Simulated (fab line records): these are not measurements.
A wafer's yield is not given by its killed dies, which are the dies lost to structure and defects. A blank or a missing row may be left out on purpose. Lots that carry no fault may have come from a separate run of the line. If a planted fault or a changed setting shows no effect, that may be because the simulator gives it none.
A struck lot beside a sound one | flow gf180mcu | 16 steps out of a route of 602
Sound: these wafers, L496.2, L496.3, L496.6. Struck: wafers L500.1, L500.6. (L500.3 of the same lot was not struck and is left out.) The cause comes at the end.
Order at every step that has rows: each side's tool, ch and its chambers, its first start. Under that, the readings that differ: sound wafers | struck wafers | difference of the means | sigmas: that difference in standard deviations of wafers without a fault.
alike: readings with means less than 2 such deviations apart, plus words and numbers identical on both sides. not compared: withheld readings, readings lacking a value on some wafer, bounds such as >300 that could conceal the same value, and numbers that have no deviation in the record and whose values overlap.
The two part at a step that has a row with sigmas, a row that says differs or no value, or rows on one side only. Numbers that don't overlap but have no deviation are shown without sigmas and don't part them. A reading missing from all wafers of one side parts the sides only when that side holds two or more wafers.

first, 6 steps without rows for these wafers: GF_M4_HMDS_08 (prime time 60 s); GF_M4_COAT_09 (resist thk 1000 nm); GF_M4_SOFTBAKE_10 (time 60 s); GF_M4_EXPOSE_11 (exposes mask Metal4, target cd 280 nm); GF_M4_PEB_12 (peb time 90 s); GF_M4_DEVELOP_13 (develop time 60 s).
GF_M4_CD_MEAS_14 targets a cd of 280 nm.
  sound on cd_sem-02 at day 27 18:07; struck on cd_sem-01 at day 28 20:57
  reading    | sound             | struck      | difference | sigmas
  cd_nm (nm) | 280.7 280.8 279.9 | 277.1 277.7 | -3.1       | -2
GF_M4_OVL_MEAS_15:
  sound on overlay-02 at day 27 18:13; struck on overlay-02 at day 28 21:04
  reading     | sound    | struck | difference | sigmas
  M4_OVL (nm) | -6 4 -14 | 6 7    | +12        | +2
GF_M4_METAL_ETCH_16: etches the open film in Cl2/BCl3, stops on SiO2, target depth 750.8 nm, time 125.1 s.
  sound on rie_metal-03 ch 0,1, day 27 18:15; struck on rie_metal-02 ch 1, day 28 21:06
  alike: bias_w, chamber_pressure_mTorr, drypump_motor_current_A, oes_product_au, throttle_valve_pct
  not compared: rf_hours_counter_h
GF_M4_STRIP_17: strips in O2/N2.
  sound on plasma_asher-02 ch 0,1, day 27 18:23; struck on plasma_asher-04 ch 0,1, day 28 21:14
  alike: chamber_pressure_mTorr, drypump_motor_current_A, heater_power_w, oes_product_au, strip_time_to_endpoint_s
  not compared: rf_hours_counter_h
then, 2 steps without rows for these wafers: GF_M4_STRIP_18 (strips in post etch residue remover, time 1200 s); GF_M4_CLEAN_19 (cleans in DIW).
GF_V4_CVD_00: deposits SiO2, target thk 600 nm, time 100 s.
  sound on hdpcvd-01 ch 0,1,2, day 27 18:56; struck on hdpcvd-01 ch 2, day 28 21:47
  reading                             | sound             | struck      | difference | sigmas
  sih4_flow_sccm (sccm)               | 59.88 60.01 60.19 | 50.85 51.10 | -9.05      | -53
  model.SiO2_of_V4_CVD_00.thk_nm (nm) | 599.9 601.9 610.8 | 508.8 503.7 | -97.9      |
  alike: susceptor_temp_C
GF_V4_THK_MEAS_01:
  sound on film_metro-01 at day 27 19:01; struck on film_metro-01 at day 28 21:51
  reading            | sound       | struck  | difference | sigmas
  V4_CVD_00_THK (nm) | 600 602 611 | 509 504 | -98        | -13
GF_V4_CVD_02: deposits SiO2 from TEOS, target thk 850 nm, time 94.851 s.
  sound on pecvd-03 ch 0,1,2, day 27 19:04; struck on pecvd-03 ch 1, day 28 21:55
  reading              | sound                | struck        | difference | sigmas
  susceptor_temp_C (C) | 399.85 400.51 400.14 | 399.55 399.87 | -0.46      | -2
  alike: heater_power_w
-- the record jumps here: 5 days lie between the struck wafers' starts before and after (it left off in module V4 and takes up again in module PASSIVATION, whose first step shown is number 602 of the route) --
GF_PASSIVATION_PROBE_99:
  only the struck wafers here have rows in the record (prober-01, day 33 16:25); the sound ones have none

== WHERE THEY PART ==
At GF_M4_CD_MEAS_14 first; at GF_PASSIVATION_PROBE_99 last (within this record only).

WHY: the cause the simulator had injected
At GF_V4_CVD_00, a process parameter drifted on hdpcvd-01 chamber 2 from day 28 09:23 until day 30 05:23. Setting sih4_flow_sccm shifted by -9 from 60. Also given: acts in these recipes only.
